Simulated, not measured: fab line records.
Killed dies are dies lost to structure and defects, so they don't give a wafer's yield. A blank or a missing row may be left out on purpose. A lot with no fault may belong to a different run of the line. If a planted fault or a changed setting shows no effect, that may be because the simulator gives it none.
Chamber matching ; flow sfqLine ; 3 sister chambers for SFQ_TRILAYER_I2_VIA_ETCH_VIA_ETCH_070 on rieDiel-04
The step etches SiO2 in CHF3, stops on Nb, target depth 260 nm. 14 wafers are shown with their chamber, then 5 later ones without.

WAFERS PAIRED WITH THEIR CHAMBERS
wafer;chamber;drypumpMotorCurrentA (A);rfFwdPowerW (W);oesProductAu (a.u.)
L664.1;1;6.6;496.3;0.853
L664.2;2;5.6;497.3;0.854
L664.5;1;6.7;499.3;0.854
L667.1;1;6.6;498.3;0.851
L667.2;2;5.6;499.3;0.861
L667.6;3;5.9;494.6;0.864
L670.2;3;5.9;496.9;0.851
L670.5;2;5.6;495.4;0.847
L670.6;3;5.9;496.9;0.855
L671.1;3;5.9;496.7;0.851
L671.4;1;6.7;499.8;0.851
L671.5;1;6.7;500.2;0.853
L672.2;3;5.9;498.1;0.858
L672.4;2;5.6;499.7;0.857

SIGNATURES (means of the wafers above)
reading;chamber 1;chamber 2;chamber 3;scatter within a chamber
drypumpMotorCurrentA;6.660;5.600;5.900;0.033
rfFwdPowerW;498.780;497.925;496.640;1.59
oesProductAu;0.85240;0.85475;0.85580;0.00458
Rule: for each reading, subtract the chamber's mean from the wafer's reading, divide by that reading's scatter and square the result; add these up over the readings and take the root, which gives the wafer's distance from the chamber. The wafer belongs to the nearest chamber; if the next one is less than 2 further off, it can't be placed. The scatter is the square root of a quotient: the sum, over the shown wafers, of each reading's squared deviation from its chamber's mean, divided by wafers minus chambers.

WAFERS WHOSE CHAMBER IS MISSING
wafer;drypumpMotorCurrentA (A);rfFwdPowerW (W);oesProductAu (a.u.)
L672.6;5.9;498.9;0.864
L673.5;5.6;498.0;0.860
L673.6;5.8;500.1;0.851
L674.1;5.6;497.7;0.861
L674.6;5.6;500.2;0.855

THE CHAMBER EACH PASSED THROUGH
wafer;from the rows above;in truth
L672.6;3;3
L673.5;2;2
L673.6;3;3
L674.1;2;2
L674.6;2;2
Correctly placed: 5 of 5. Number that these rows cannot place: 0. 0 placed wrongly.
